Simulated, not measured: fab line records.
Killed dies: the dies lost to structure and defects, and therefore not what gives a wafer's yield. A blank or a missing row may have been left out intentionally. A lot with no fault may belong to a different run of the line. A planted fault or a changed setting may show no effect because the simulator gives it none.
fab line records ; flow gf180mcu
record lots=13; wafers=37; last_day=34
route steps=602 shown HV_LDD@231 SALICIDE@281 CONTACT@291
lots that met no fault: from a run of the same line without faults
start_h: the number of hours between the record's first day and the start of the first shown wafer of the lot ; wait_h: hours from the lot's prior step to this one ; " the same as in the row above ; L1.1+2: one row covering several wafers at once ; - value missing, or start not given ; * or withheld: withheld ; < > ~ a bound
route shown NAME@n: a module of which the file shows steps, and the number in the route of the first ; usual: mean/standard deviation taken from wafers without a fault ; same: alike in all rows ; chamber/n: place in a boat ; sites: readings site by site ; _std_site: standard deviation across them ; _edge_site: the outer-site mean with the inner-site mean subtracted ; radius_mm: how far each site lies from the wafer's centre ; mask NAME#n: copy n ; behind: the tool/chamber that last shaped the wafer ; hold: why the lot was held/for how many hours/how that ended ; device: the n, p or np transistor that did not switch ; end of line: the tests these same wafers got at the end of their route ; a step with no rows: only its recipe ; killed: dies that structure and defects cost at the first sort, which is not the same as the wafer's yield ; map: shows each die of a wafer: x if killed, . if not, _ if none is there
set.NAME: the setting the step ran with; set.NAME@STEP: the setting that earlier step ran with ; model.NAME: the simulator's own value behind a step, which no gauge read
route steps across a sampled set of lots; one table per step, one row per wafer
services: from which hour (start_h, from the record's first day; less than 0 if before it) a tool's chamber was out of use, for how many hours, and why
## steps
# step GF_HV_LDD_THK_MEAS_55
# recipe reads=SiO2_of_HV_LDD_CVD_54
# usual HV_LDD_CVD_54_THK=9.96/0.14
lot.wafer;tool;chamber;start_h;wait_h;HV_LDD_CVD_54_THK[nm]
L421.2;film_metro-02;-;273.18;0.0;9.84
L421.5;film_metro-02;-;273.18;0.0;10.00
L421.6;film_metro-02;-;273.18;0.0;9.92
L422.3;film_metro-02;-;281.51;0.0;9.92
L422.4;film_metro-02;-;281.51;0.0;9.89
L422.5;film_metro-02;-;281.51;0.0;9.85
L423.1;film_metro-02;-;292.02;0.0;9.86
L423.3;film_metro-02;-;292.02;0.0;9.81
L423.6;film_metro-02;-;292.02;0.0;9.93
L424.1;film_metro-02;-;296.22;0.0;9.71
L424.5;film_metro-02;-;296.22;0.0;9.86
L424.6;film_metro-02;-;296.22;0.0;9.82
L425.1;film_metro-03;-;305.79;0.0;10.12
L425.3;film_metro-03;-;305.79;0.0;10.18
L425.4;film_metro-03;-;305.79;0.0;10.07
L428.3;film_metro-02;-;327.84;0.0;10.32
L428.4;film_metro-02;-;327.84;0.0;10.25
L428.5;film_metro-02;-;327.84;0.0;10.30
L429.1;film_metro-02;-;338.56;0.0;9.93
L429.3;film_metro-02;-;338.56;0.0;9.99
L429.4;film_metro-02;-;338.56;0.0;9.99
L430.1;film_metro-04;-;347.82;0.0;9.85
L430.4;film_metro-04;-;347.82;0.0;9.74
L430.6;film_metro-04;-;347.82;0.0;9.89
L431.2;film_metro-03;-;354.13;0.0;10.02
L431.3;film_metro-03;-;354.13;0.0;9.82
L431.4;film_metro-03;-;354.13;0.0;9.83
L436.1;film_metro-03;-;399.46;0.0;9.89
L436.5;film_metro-03;-;399.46;0.0;9.91
L436.6;film_metro-03;-;399.46;0.0;9.97
L437.1;film_metro-03;-;403.31;0.0;10.00
L437.4;film_metro-03;-;403.31;0.0;10.02
L439.1;film_metro-03;-;418.19;0.0;10.13
L439.2;film_metro-03;-;418.19;0.0;10.12
L444.2;film_metro-04;-;463.14;0.0;10.13
L444.3;film_metro-04;-;463.14;0.0;10.21
L444.6;film_metro-04;-;463.14;0.0;10.20
# step GF_SALICIDE_SPUTTER_03
# recipe material=TiN; target_thk_nm=20; power_w=6500; time_s=16.7; chamber_pressure_pa=0.4
# usual cathode_dc_power_W=6500.0/1.3; throttle_valve_pct=29.9/0.95
lot.wafer;tool;chamber;start_h;wait_h;cathode_dc_power_W;throttle_valve_pct
L421.2;pvd_sputter-01;-;335.70;0.0;6500.5;29.8
L421.5;pvd_sputter-01;-;335.70;0.0;6499.2;31.6
L421.6;pvd_sputter-01;-;335.70;0.0;6499.3;30.4
L422.3;pvd_sputter-01;-;345.20;0.0;6499.7;30.0
L422.4;pvd_sputter-01;-;345.20;0.0;6500.9;31.3
L422.5;pvd_sputter-01;-;345.20;0.0;6499.5;31.1
L423.1;pvd_sputter-01;-;356.59;0.0;6500.6;30.2
L423.3;pvd_sputter-01;-;356.59;0.0;6501.3;30.1
L423.6;pvd_sputter-01;-;356.59;0.0;6499.4;28.4
L424.1;pvd_sputter-01;-;360.18;0.0;6498.2;28.5
L424.5;pvd_sputter-01;-;360.18;0.0;6496.5;31.6
L424.6;pvd_sputter-01;-;360.18;0.0;6497.8;28.8
L425.1;pvd_sputter-04;-;371.60;0.0;6499.7;29.0
L425.3;pvd_sputter-04;-;371.60;0.0;6500.1;31.3
L425.4;pvd_sputter-04;-;371.60;0.0;6501.7;29.9
L428.3;pvd_sputter-03;-;395.79;0.0;6500.4;31.2
L428.4;pvd_sputter-03;-;395.79;0.0;6499.8;30.7
L428.5;pvd_sputter-03;-;395.79;0.0;6499.9;29.2
L429.1;pvd_sputter-04;-;408.15;0.0;6499.6;29.4
L429.3;pvd_sputter-04;-;408.15;0.0;6500.2;29.8
L429.4;pvd_sputter-04;-;408.15;0.0;6501.3;29.1
L430.1;pvd_sputter-01;-;418.19;0.0;6499.7;30.3
L430.4;pvd_sputter-01;-;418.19;0.0;6500.9;29.7
L430.6;pvd_sputter-01;-;418.19;0.0;6500.0;30.0
L431.2;pvd_sputter-04;-;426.95;0.0;6500.6;28.8
L431.3;pvd_sputter-04;-;426.95;0.0;6501.5;31.5
L431.4;pvd_sputter-04;-;426.95;0.0;6497.8;29.6
L436.1;pvd_sputter-04;-;475.77;0.0;6500.3;28.9
L436.5;pvd_sputter-04;-;475.77;0.0;6499.5;29.9
L436.6;pvd_sputter-04;-;475.77;0.0;6498.3;29.0
L437.1;pvd_sputter-04;-;478.75;0.0;6496.4;29.1
L437.4;pvd_sputter-04;-;478.75;0.0;6498.8;29.8
L439.1;pvd_sputter-04;-;493.85;0.0;6500.1;31.2
L439.2;pvd_sputter-04;-;493.85;0.0;6500.4;29.1
L444.2;pvd_sputter-01;-;537.70;0.0;6500.1;28.3
L444.3;pvd_sputter-01;-;537.70;0.0;6499.5;30.1
L444.6;pvd_sputter-01;-;537.70;0.0;6500.1;30.1
# step GF_SALICIDE_RS_MEAS_04
# recipe thk_meas_gauge=four-point-probe; reads=TiN_of_SALICIDE_SPUTTER_03+Co_of_SALICIDE_SPUTTER_02
# usual SALICIDE_TIN_RS=16.34/0.29
lot.wafer;tool;chamber;start_h;wait_h;SALICIDE_TIN_RS[ohm/sq]
L421.2;film_metro-01;-;335.75;0.0;16.04
L421.5;film_metro-01;-;335.75;0.0;16.37
L421.6;film_metro-01;-;335.75;0.0;16.13
L422.3;film_metro-02;-;345.27;0.1;16.09
L422.4;film_metro-02;-;345.27;0.1;16.19
L422.5;film_metro-02;-;345.27;0.1;16.40
L423.1;film_metro-01;-;356.62;0.0;15.84
L423.3;film_metro-01;-;356.62;0.0;15.80
L423.6;film_metro-01;-;356.62;0.0;15.87
L424.1;film_metro-04;-;360.21;0.0;16.54
L424.5;film_metro-04;-;360.21;0.0;16.34
L424.6;film_metro-04;-;360.21;0.0;16.50
L425.1;film_metro-01;-;371.63;0.0;16.68
L425.3;film_metro-01;-;371.63;0.0;16.53
L425.4;film_metro-01;-;371.63;0.0;16.62
L428.3;film_metro-02;-;395.85;0.1;16.55
L428.4;film_metro-02;-;395.85;0.1;16.34
L428.5;film_metro-02;-;395.85;0.1;16.54
L429.1;film_metro-02;-;408.18;0.0;16.73
L429.3;film_metro-02;-;408.18;0.0;16.90
L429.4;film_metro-02;-;408.18;0.0;16.40
L430.1;film_metro-02;-;418.22;0.0;16.33
L430.4;film_metro-02;-;418.22;0.0;16.17
L430.6;film_metro-02;-;418.22;0.0;16.38
L431.2;film_metro-04;-;426.99;0.0;16.57
L431.3;film_metro-04;-;426.99;0.0;16.46
L431.4;film_metro-04;-;426.99;0.0;16.57
L436.1;film_metro-01;-;475.79;0.0;16.57
L436.5;film_metro-01;-;475.79;0.0;16.67
L436.6;film_metro-01;-;475.79;0.0;16.74
L437.1;film_metro-02;-;478.78;0.0;18.20
L437.4;film_metro-02;-;478.78;0.0;15.84
L439.1;film_metro-02;-;493.87;0.0;18.23
L439.2;film_metro-02;-;493.87;0.0;18.17
L444.2;film_metro-02;-;537.74;0.0;16.05
L444.3;film_metro-02;-;537.74;0.0;16.46
L444.6;film_metro-02;-;537.74;0.0;16.46
# step GF_SALICIDE_THK_MEAS_05
# recipe thk_meas_gauge=xrf; reads=TiN_of_SALICIDE_SPUTTER_03
# usual SALICIDE_TIN_THK=20.10/0.21
lot.wafer;tool;chamber;start_h;wait_h;SALICIDE_TIN_THK[nm]
L421.2;film_metro-01;-;335.86;0.1;20.13
L421.5;film_metro-01;-;335.86;0.1;20.25
L421.6;film_metro-01;-;335.86;0.1;20.31
L422.3;film_metro-02;-;345.37;0.1;20.05
L422.4;film_metro-02;-;345.37;0.1;20.27
L422.5;film_metro-02;-;345.37;0.1;20.19
L423.1;film_metro-01;-;356.74;0.1;20.04
L423.3;film_metro-01;-;356.74;0.1;20.00
L423.6;film_metro-01;-;356.74;0.1;19.97
L424.1;film_metro-04;-;360.33;0.1;20.18
L424.5;film_metro-04;-;360.33;0.1;20.44
L424.6;film_metro-04;-;360.33;0.1;20.39
L425.1;film_metro-01;-;371.75;0.1;19.85
L425.3;film_metro-01;-;371.75;0.1;19.66
L425.4;film_metro-01;-;371.75;0.1;19.56
L428.3;film_metro-02;-;395.95;0.1;20.48
L428.4;film_metro-02;-;395.95;0.1;20.53
L428.5;film_metro-02;-;395.95;0.1;20.66
L429.1;film_metro-02;-;408.30;0.1;20.39
L429.3;film_metro-02;-;408.30;0.1;20.40
L429.4;film_metro-02;-;408.30;0.1;20.61
L430.1;film_metro-02;-;418.34;0.1;20.26
L430.4;film_metro-02;-;418.34;0.1;20.01
L430.6;film_metro-02;-;418.34;0.1;20.17
L431.2;film_metro-04;-;427.10;0.1;20.33
L431.3;film_metro-04;-;427.10;0.1;20.25
L431.4;film_metro-04;-;427.10;0.1;20.09
L436.1;film_metro-01;-;475.91;0.1;20.06
L436.5;film_metro-01;-;475.91;0.1;19.94
L436.6;film_metro-01;-;475.91;0.1;19.69
L437.1;film_metro-02;-;478.90;0.1;13.06
L437.4;film_metro-02;-;478.90;0.1;20.10
L439.1;film_metro-02;-;493.99;0.1;12.93
L439.2;film_metro-02;-;493.99;0.1;12.82
L444.2;film_metro-02;-;537.85;0.1;20.14
L444.3;film_metro-02;-;537.85;0.1;20.00
L444.6;film_metro-02;-;537.85;0.1;20.03
# step GF_CONTACT_CMP_04
# recipe material=SiO2; down_force_psi=4; platen_rpm=60; pad_velocity_m_s=0.94248
# usual motor_current_A=11.8/1.3; time_to_endpoint_s=110/5.6
lot.wafer;tool;chamber;start_h;wait_h;motor_current_A;time_to_endpoint_s
L421.2;cmp-01;1;336.58;0.1;12.7;105
L421.6;cmp-01;0;336.58;0.1;11.8;113
L421.5;cmp-01;1;336.58;0.1;12.3;113
L422.3;cmp-01;3;346.03;0.1;13.8;112
L422.4;cmp-01;0;346.03;0.1;11.1;111
L422.5;cmp-01;2;346.03;0.1;12.7;113
L423.1;cmp-01;2;357.32;0.1;12.2;110
L423.3;cmp-01;3;357.32;0.1;13.9;117
L423.6;cmp-01;3;357.32;0.1;14.6;119
L424.1;cmp-02;2;361.07;0.2;11.1;97
L424.5;cmp-02;3;361.07;0.2;11.2;108
L424.6;cmp-02;0;361.07;0.2;12.5;105
L425.3;cmp-02;0;372.33;0.0;12.0;107
L425.1;cmp-02;2;372.33;0.0;10.7;107
L425.4;cmp-02;3;372.33;0.0;10.8;108
L428.4;cmp-01;0;396.52;0.0;11.6;105
L428.3;cmp-01;1;396.52;0.0;12.4;99
L428.5;cmp-01;1;396.52;0.0;12.3;108
L429.3;cmp-02;3;408.93;0.1;10.3;104
L429.1;cmp-02;0;408.93;0.1;12.1;115
L429.4;cmp-02;1;408.93;0.1;9.3;108
L430.4;cmp-02;1;418.92;0.0;8.8;114
L430.1;cmp-02;3;418.92;0.0;11.3;110
L430.6;cmp-02;2;418.92;0.0;10.8;112
L431.2;cmp-01;0;427.78;0.0;11.8;108
L431.3;cmp-01;1;427.78;0.0;12.1;106
L431.4;cmp-01;3;427.78;0.0;13.4;113
L436.1;cmp-01;3;476.66;0.2;13.7;108
L436.6;cmp-01;0;476.66;0.2;11.3;104
L436.5;cmp-01;1;476.66;0.2;11.8;106
L437.1;cmp-01;3;479.59;0.1;13.6;102
L437.4;cmp-01;0;479.59;0.1;11.2;102
L439.1;cmp-01;2;494.63;0.1;12.7;105
L439.2;cmp-01;3;494.63;0.1;14.0;105
L444.3;cmp-02;2;538.53;0.1;10.9;115
L444.2;cmp-02;3;538.53;0.1;10.8;117
L444.6;cmp-02;1;538.53;0.1;9.1;117
# step GF_CONTACT_BOW_MEAS_05
# recipe mode=bow
# usual CONTACT_BOW=66/6.7
lot.wafer;tool;chamber;start_h;wait_h;CONTACT_BOW[um]
L421.2;film_metro-02;-;336.85;0.2;69
L421.5;film_metro-02;-;336.85;0.2;68
L421.6;film_metro-02;-;336.85;0.2;57
L422.3;film_metro-02;-;346.27;0.2;58
L422.4;film_metro-02;-;346.27;0.2;53
L422.5;film_metro-02;-;346.27;0.2;64
L423.1;film_metro-04;-;357.62;0.2;64
L423.3;film_metro-04;-;357.62;0.2;67
L423.6;film_metro-04;-;357.62;0.2;70
L424.1;film_metro-02;-;361.22;0.1;71
L424.5;film_metro-02;-;361.22;0.1;57
L424.6;film_metro-02;-;361.22;0.1;64
L425.1;film_metro-02;-;372.63;0.1;63
L425.3;film_metro-02;-;372.63;0.1;75
L425.4;film_metro-02;-;372.63;0.1;59
L428.3;film_metro-03;-;396.86;0.2;71
L428.4;film_metro-03;-;396.86;0.2;62
L428.5;film_metro-03;-;396.86;0.2;70
L429.1;film_metro-04;-;409.18;0.1;56
L429.3;film_metro-04;-;409.18;0.1;56
L429.4;film_metro-04;-;409.18;0.1;60
L430.1;film_metro-03;-;419.22;0.1;68
L430.4;film_metro-03;-;419.22;0.1;64
L430.6;film_metro-03;-;419.22;0.1;53
L431.2;film_metro-03;-;428.10;0.3;69
L431.3;film_metro-03;-;428.10;0.3;67
L431.4;film_metro-03;-;428.10;0.3;64
L436.1;film_metro-02;-;476.81;0.1;67
L436.5;film_metro-02;-;476.81;0.1;73
L436.6;film_metro-02;-;476.81;0.1;64
L437.1;film_metro-04;-;479.79;0.1;60
L437.4;film_metro-04;-;479.79;0.1;70
L439.1;film_metro-03;-;494.88;0.2;65
L439.2;film_metro-03;-;494.88;0.2;68
L444.2;film_metro-03;-;538.75;0.1;75
L444.3;film_metro-03;-;538.75;0.1;63
L444.6;film_metro-03;-;538.75;0.1;75
## services
tool;chamber;start_h;hours;kind
pvd_sputter-04;-;316.36;4.4;repair
pvd_sputter-04;0;330.45;-;consumable_replace:kit
pvd_sputter-04;0;330.45;18.0;scheduled_down
pvd_sputter-04;0;330.45;18.0;vent_cycle
pvd_sputter-01;-;333.04;0.6;repair
cmp-01;-;369.61;2.0;repair
cmp-01;-;377.53;1.1;repair
pvd_sputter-01;-;379.76;8.3;repair
pvd_sputter-01;-;382.13;4.6;repair
cmp-01;-;404.17;4.0;pm
cmp-01;-;408.17;-;consumable_replace:conditioner
cmp-01;-;408.17;-;consumable_replace:pad
cmp-01;-;419.02;2.0;repair
pvd_sputter-01;0;423.19;-;consumable_replace:kit
pvd_sputter-01;0;423.19;18.0;scheduled_down
pvd_sputter-01;0;423.19;18.0;vent_cycle
pvd_sputter-01;-;426.78;1.5;repair
pvd_sputter-01;-;473.34;8.7;repair
pvd_sputter-03;-;483.00;1.1;repair
cmp-01;-;486.87;0.6;repair
pvd_sputter-03;-;516.40;0.7;repair
cmp-02;-;520.70;6.5;pm
cmp-02;-;527.49;10.8;pm
pvd_sputter-03;-;532.08;1.2;repair
## key
first_sign step=GF_SALICIDE_RS_MEAS_04; reading=SALICIDE_TIN_RS; direction=up; sigmas=6.4; usual=16.34; struck=18.20
effect step=GF_SALICIDE_THK_MEAS_05; reading=SALICIDE_TIN_THK; direction=down; sigmas=33; usual=20.10; struck=12.94
met_at GF_SALICIDE_SPUTTER_03
struck_lots L437,L439
struck_wafers L437.1,L439.1,L439.2
tester_left_out L437,L439
not_acting_at GF_HV_LDD_THK_MEAS_55,GF_CONTACT_CMP_04,GF_CONTACT_BOW_MEAS_05
onset_between 475.77 478.75
fault kind=process_parameter_drift; tool=pvd_sputter-04; chamber=-; onset_h=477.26; steps=GF_SALICIDE_SPUTTER_03; channel=target_thk_nm; offset=-7.1475; shape=step; end_h=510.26; scope=struck_wafers_only; acts_in=these_recipes_only; stated=20
# tester_left_out: of these lots the tester's yield and bins aren't shown, on N5 and GAA mostly nor the transistor test; their killed dies are dies lost to structure and defects alone, not to doping, threshold or leakage, so they don't give the yield
